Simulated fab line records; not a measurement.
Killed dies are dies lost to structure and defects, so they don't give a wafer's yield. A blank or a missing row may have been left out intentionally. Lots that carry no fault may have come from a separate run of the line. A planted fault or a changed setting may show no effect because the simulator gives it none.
Which tool was responsible?	flow gf180mcu	13 lots, 39 wafers sampled, at 2 steps of a route of 602

## WHAT THE GAUGES SHOWED, per wafer
GF_M1_CD_MEAS_14 targets a cd of 230 nm.
lot	measured	on	cd_nm (nm)
L851	day 18 01:14	cd_sem-01	227.3 228.1 228.3
L853	day 18 17:54	cd_sem-01	230.5 228.9 228.7
L857	day 20 09:09	cd_sem-01	226.5 226.7 227.3
L861	day 22 08:41	cd_sem-02	230.3 229.8 230.2
L862	day 22 11:04	cd_sem-01	229.0 229.2 228.9
L863	day 22 17:29	cd_sem-02	230.2 229.7 230.9
L864	day 23 01:02	cd_sem-02	230.3 231.5 230.9
L865	day 23 12:14	cd_sem-01	228.7 230.1 230.8
L866	day 23 20:08	cd_sem-02	227.5 228.0 227.8
L867	day 24 02:50	cd_sem-01	230.4 230.4 230.0
L869	day 24 17:24	cd_sem-01	228.7 228.5 228.0
L870	day 25 01:45	cd_sem-01	229.6 229.2 230.3
L871	day 25 07:54	cd_sem-01	231.7 232.4 230.9

## WHAT TOOL EACH LOT RAN ON (gives the tool, then ch and the chambers of the sampled wafers, and finally the start)
lot	GF_HV_LDD_ETCHBACK_58
L851	rie_diel-04 ch 1,2, day 13 09:07
L853	rie_diel-04 ch 1,3, day 13 23:07
L857	rie_diel-04 ch 0,2,3, day 15 11:31
L861	rie_diel-03 ch 0,3, day 17 05:15
L862	rie_diel-03 ch 0,1,2, day 17 09:31
L863	rie_diel-03 ch 0,1,3, day 17 15:22
L864	rie_diel-03 ch 0,1, day 17 21:10
L865	rie_diel-03 ch 1,2, day 18 09:38
L866	rie_diel-03 ch 1,2,3, day 18 17:28
L867	rie_diel-01 ch 1,2, day 18 22:59
L869	rie_diel-04 ch 0,1, day 19 17:43
L870	rie_diel-04 ch 0,2,3, day 20 01:04
L871	rie_diel-04 ch 2,3, day 20 08:39
- GF_HV_LDD_ETCHBACK_58: etches Si3N4 in CH3F/O2, stops on SiO2, time 100 s, target depth 90 nm.

## AS READ BY THE TOOLS THEMSELVES (means over the sampled wafers that have a number; for cases with no such wafer, the mark the record gives instead)
GF_HV_LDD_ETCHBACK_58.
lot	tool	drypump_motor_current_A (A)	oes_product_au (a.u.)	run_length_s (s)	throttle_valve_pct (%)
L851	rie_diel-04	6.2	0.854	128.5	10.554
L853	rie_diel-04	5.5	0.793	143.7	10.558
L857	rie_diel-04	5.5	0.812	135.9	10.559
L861	rie_diel-03	6.2	0.846	127.8	10.565
L862	rie_diel-03	5.5	0.850	128.2	10.563
L863	rie_diel-03	6.0	0.844	128.5	10.557
L864	rie_diel-03	5.8	0.841	128.4	10.568
L865	rie_diel-03	5.7	0.849	128.3	10.561
L866	rie_diel-03	5.8	0.850	127.9	10.556
L867	rie_diel-01	5.6	0.839	128.3	10.564
L869	rie_diel-04	5.8	0.836	128.3	10.557
L870	rie_diel-04	5.5	0.849	128.1	10.560
L871	rie_diel-04	5.5	0.838	128.1	10.556

## THE ANSWER, worked out from the rows above alone
Rule: the lots themselves supply what counts as usual. The widest of any qualifying gaps counts: lots, ordered by their means at a reading, are off when they make up no more than a third of the lots, leave a main group of 4 or more, and stand apart from it by 3 or more times the standard deviation of that group's means. Not used: any main group whose means are identical at the precision the tables above print for the reading. Also off: a lot with no number at a reading for which 4 or more lots have one. The other lots that the step has rows for count as sound. Order of review: gauges by route order, followed by the tools' own readings, for which a lot's mean as printed above is used. At the first step where some lot is off, the reading lying furthest off is the one used; lots without a number count as furthest.
Off: L853, L857, at GF_HV_LDD_ETCHBACK_58 (run_length_s). Mean 128.2 s and standard deviation 0.22 in the main group.
If a tool, at that step or one of the process steps before it, ran each lot that is off and ran no sound lot following the first of them, it fits. No candidate that was tried fits.

## WHAT THE SIMULATOR PUT IN
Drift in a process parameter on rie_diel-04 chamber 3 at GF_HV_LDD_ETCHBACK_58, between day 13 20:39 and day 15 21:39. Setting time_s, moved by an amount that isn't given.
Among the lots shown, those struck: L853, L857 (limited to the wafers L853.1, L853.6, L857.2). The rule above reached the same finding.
